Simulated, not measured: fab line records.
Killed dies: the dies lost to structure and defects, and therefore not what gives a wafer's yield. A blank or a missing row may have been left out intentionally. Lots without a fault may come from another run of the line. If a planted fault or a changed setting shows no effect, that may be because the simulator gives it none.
Matching of chambers || flow gf180mcu || GF_V3_CMP_26 on cmp-01 has 4 sister chambers
The step polishes, stops on SiO2, t overpolish 15 s, target thk 0 nm. 4 wafers are shown with their chamber, then 7 later ones without.

## WAFERS PAIRED WITH THEIR CHAMBERS
{"wafer": "L577.2", "chamber": 3, "motor_current_A (A)": 9.4}
{"wafer": "L577.5", "chamber": 2, "motor_current_A (A)": 12.6}
{"wafer": "L583.1", "chamber": 0, "motor_current_A (A)": 10.9}
{"wafer": "L583.3", "chamber": 1, "motor_current_A (A)": 10.7}

## WAFERS WITH NO CHAMBER GIVEN
{"wafer": "L583.6", "motor_current_A (A)": 9.5}
{"wafer": "L590.4", "motor_current_A (A)": 11.0}
{"wafer": "L590.5", "motor_current_A (A)": 10.6}
{"wafer": "L590.6", "motor_current_A (A)": 10.7}
{"wafer": "L591.1", "motor_current_A (A)": 11.0}
{"wafer": "L591.3", "motor_current_A (A)": 11.7}
{"wafer": "L591.5", "motor_current_A (A)": 9.6}

## WHICH CHAMBER EACH ONE RAN IN
{"wafer": "L583.6", "from the rows above": 3, "in truth": 3}
{"wafer": "L590.4", "from the rows above": "can't be placed: 0 or 1", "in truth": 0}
{"wafer": "L590.5", "from the rows above": "can't be placed: 1 or 0", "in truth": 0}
{"wafer": "L590.6", "from the rows above": "can't be placed: 1 or 0", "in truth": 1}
{"wafer": "L591.1", "from the rows above": "can't be placed: 0 or 1", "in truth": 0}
{"wafer": "L591.3", "from the rows above": "can't be placed: 0 or 2 or 1", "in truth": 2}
{"wafer": "L591.5", "from the rows above": 3, "in truth": 3}
Placed correctly: 2 of 7. Not placeable from these rows: 5 (in 5, the candidates include the true chamber). 0 placed wrongly.
How it was worked out, from the rows above alone: a wafer's distance from a chamber is the root of the sum, over the readings, of the square of ((its reading less the chamber's mean) divided by the reading's scatter). If the next closest chamber is less than 2 further off than the closest, the wafer can't be placed; otherwise it belongs to the closest. Each chamber's mean is taken over the wafers shown for it. The scatter: root of mean squared gap, hidden wafer to nearest shown wafer, with one shown wafer a chamber.
